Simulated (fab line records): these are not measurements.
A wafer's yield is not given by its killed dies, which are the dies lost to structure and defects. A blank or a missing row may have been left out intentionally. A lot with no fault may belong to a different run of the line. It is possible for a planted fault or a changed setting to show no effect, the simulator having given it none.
Which tool is to blame?	flow gf180mcu	11 lots with 33 wafers sampled at 3 steps, on a route of 602 steps

## WHAT EACH GAUGE READ, for each wafer
GF_PSD_RS_MEAS_14: a four-point-probe measurement.
lot	measured	on	NSD_RS (ohm/sq)
L985	day 14 00:48	film metro-03	46.12 46.13 46.04
L992	day 16 15:21	film metro-03	51.29 51.37 51.45 51.35 51.36 51.55
L993	day 17 00:42	film metro-02	46.32 46.30 46.17
L994	day 17 07:39	film metro-04	51.53 51.50 51.47 51.63 51.48 51.63
L102	day 20 10:40	film metro-02	46.21 46.06 46.29
L103	day 20 18:27	film metro-02	46.05 46.24 46.18
L104	day 21 00:47	film metro-03	45.98 46.08 46.10
L105	day 21 06:18	film metro-03	46.11 46.15 46.13
L106	day 21 18:09	film metro-04	46.18 46.16 46.26
L107	day 22 01:59	film metro-02	46.10 46.32 46.07
L108	day 22 09:09	film metro-03	46.18 46.13 46.06

## TOOL THAT RAN EACH LOT (tool first, then ch and the chambers of the sampled wafers, then the start)
lot	GF_NSD_IMPLANT_09	GF_NSD_STRIP_11
L985	implanter-04 ch 0, day 13 03:42	plasma asher-03 ch 0,1, day 13 04:00
L992	implanter-04 ch 0, day 15 16:23	plasma asher-01 ch 0,1, day 15 16:40
L993	implanter-01 ch 0, day 16 02:00	plasma asher-01 ch 0,1, day 16 02:18
L994	implanter-04 ch 0, day 16 08:22	plasma asher-01 ch 0,1, day 16 08:40
L102	implanter-01 ch 0, day 19 10:00	plasma asher-04 ch 0,1, day 19 10:17
L103	implanter-01 ch 0, day 19 17:44	plasma asher-04 ch 0,1, day 19 18:02
L104	implanter-02 ch 0, day 19 23:45	plasma asher-04 ch 0,1, day 20 00:03
L105	implanter-01 ch 0, day 20 05:17	plasma asher-01 ch 0,1, day 20 05:35
L106	implanter-04 ch 0, day 20 17:03	plasma asher-01 ch 0,1, day 20 17:21
L107	implanter-01 ch 0, day 21 01:21	plasma asher-01 ch 0,1, day 21 01:39
L108	implanter-04 ch 0, day 21 08:39	plasma asher-04 ch 0,1, day 21 08:57
- GF_NSD_IMPLANT_09
- GF_NSD_STRIP_11: strips in O2/N2.

## THE ANSWER, worked out from the rows above alone
Rule: what is usual is taken from the lots themselves. The widest of any qualifying gaps counts: lots, ordered by their means at a reading, are off when they make up no more than a third of the lots, leave a main group of 4 or more, and stand apart from it by 3 or more times the standard deviation of that group's means. The tables above print the reading to a certain number of digits; a main group whose means all agree to those digits is not used. A lot without any number at a reading at which 4 lots or more have one is off too. Where the step has rows for the other lots, those lots are counted as sound.
Off: L992, L994, at GF_PSD_RS_MEAS_14 (NSD_RS). The main group has a mean of 46.15 ohm/sq with a standard deviation of 0.058.
If a tool, at a process step before that reading, ran all the lots that are off and no sound lot after the first of them, it fits. The gauges at GF_PSD_RS_MEAS_14 are tried like those tools. None of those tried fits.

## WHAT THE SIMULATOR HAD PUT IN
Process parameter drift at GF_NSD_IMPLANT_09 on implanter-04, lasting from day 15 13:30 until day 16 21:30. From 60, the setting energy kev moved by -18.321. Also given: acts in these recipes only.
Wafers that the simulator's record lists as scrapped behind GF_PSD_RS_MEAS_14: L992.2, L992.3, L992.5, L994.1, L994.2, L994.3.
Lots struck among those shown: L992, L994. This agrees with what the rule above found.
